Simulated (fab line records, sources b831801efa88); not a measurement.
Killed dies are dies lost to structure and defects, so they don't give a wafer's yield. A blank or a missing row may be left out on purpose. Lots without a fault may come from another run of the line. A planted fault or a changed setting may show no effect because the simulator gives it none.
A struck lot beside a sound one | flow sky130 | 14 steps out of a route of 708
Sound: wafers L949.2, L949.4, L949.5. Struck: wafers L963.1, L963.2, L963.5. The cause comes at the end.
At each step with rows: each side's tool, then ch and its chambers, then its first start. Under that, the readings that differ: sound wafers | struck wafers | difference of the means | sigmas: that difference in standard deviations of wafers without a fault.
alike: readings whose means differ by less than 2 such deviations, and words and numbers that are the same on both sides. not compared: withheld readings, readings that some wafer has no value for, bounds like >300 that may hide the same value, and numbers for which the record gives no deviation and whose values overlap.
The two part at a step that has a row with sigmas, a row that says differs or no value, or rows on one side only. Numbers that don't overlap but have no deviation are shown without sigmas and don't part them. A reading that every wafer of one side lacks parts them only if that side has two wafers or more.

first, 4 steps without rows for these wafers: SKY_VT_ADJUST_LVTN_SOFTBAKE_14 (time 60 s); SKY_VT_ADJUST_LVTN_EXPOSE_15 (exposes mask HVN STD DERIVED, target cd 600 nm); SKY_VT_ADJUST_LVTN_PEB_16; SKY_VT_ADJUST_LVTN_DEVELOP_17 (develop time 60 s).
SKY_VT_ADJUST_LVTN_OVL_MEAS_18:
  sound on overlay-02, day 7 23:32; struck on overlay-01, day 11 15:41
  alike: VT_ADJUST_LVTN_01_OVL
then, 1 step without rows for these wafers: SKY_VT_ADJUST_LVTN_IMPLANT_19.
SKY_VT_ADJUST_LVTN_STRIP_20: strips in O2/N2.
  sound on plasma_asher-01 ch 0, day 7 23:44; struck on plasma_asher-03 ch 0,1, day 11 15:52
  reading                      | sound             | struck            | difference | sigmas
  strip_time_to_endpoint_s (s) | 14.23 14.20 14.20 | 14.11 14.13 14.13 | -0.09      | -2
  alike: drypump_motor_current_A, oes_product_au
  not compared: rf_hours_counter_h
SKY_VT_ADJUST_LVTN_TW_MEAS_21:
  sound on film_metro-01, day 7 23:50; struck on film_metro-01, day 11 15:58
  alike: VT_ADJUST_LVTN_2_TW
then, 4 steps without rows for these wafers: SKY_VT_ADJUST_NCORE_DEHYDRATE_00 (time 60 s); SKY_VT_ADJUST_NCORE_HMDS_01 (prime time 60 s); SKY_VT_ADJUST_NCORE_COAT_02 (resist thk 1121 nm); SKY_VT_ADJUST_NCORE_SOFTBAKE_03 (time 60 s).
SKY_VT_ADJUST_NCORE_EXPOSE_04: exposes mask LVTN COMPLEMENT THIN, target cd 380 nm.
  sound on iline_stepper-01 ch 0, day 8 09:46; struck on iline_stepper-02, day 12 03:44
  no value came back on the struck wafers for exposure_dose_mJ_cm2, focus_offset_nm (nm); on the sound wafers exposure_dose_mJ_cm2 reads 138.0 138.2 138.1
  alike: mask
then, 1 step without rows for these wafers: SKY_VT_ADJUST_NCORE_PEB_05.

WHERE THEY PART
First at SKY_VT_ADJUST_LVTN_STRIP_20; last, within this record, at SKY_VT_ADJUST_NCORE_EXPOSE_04.

WHY: what the simulator had put in
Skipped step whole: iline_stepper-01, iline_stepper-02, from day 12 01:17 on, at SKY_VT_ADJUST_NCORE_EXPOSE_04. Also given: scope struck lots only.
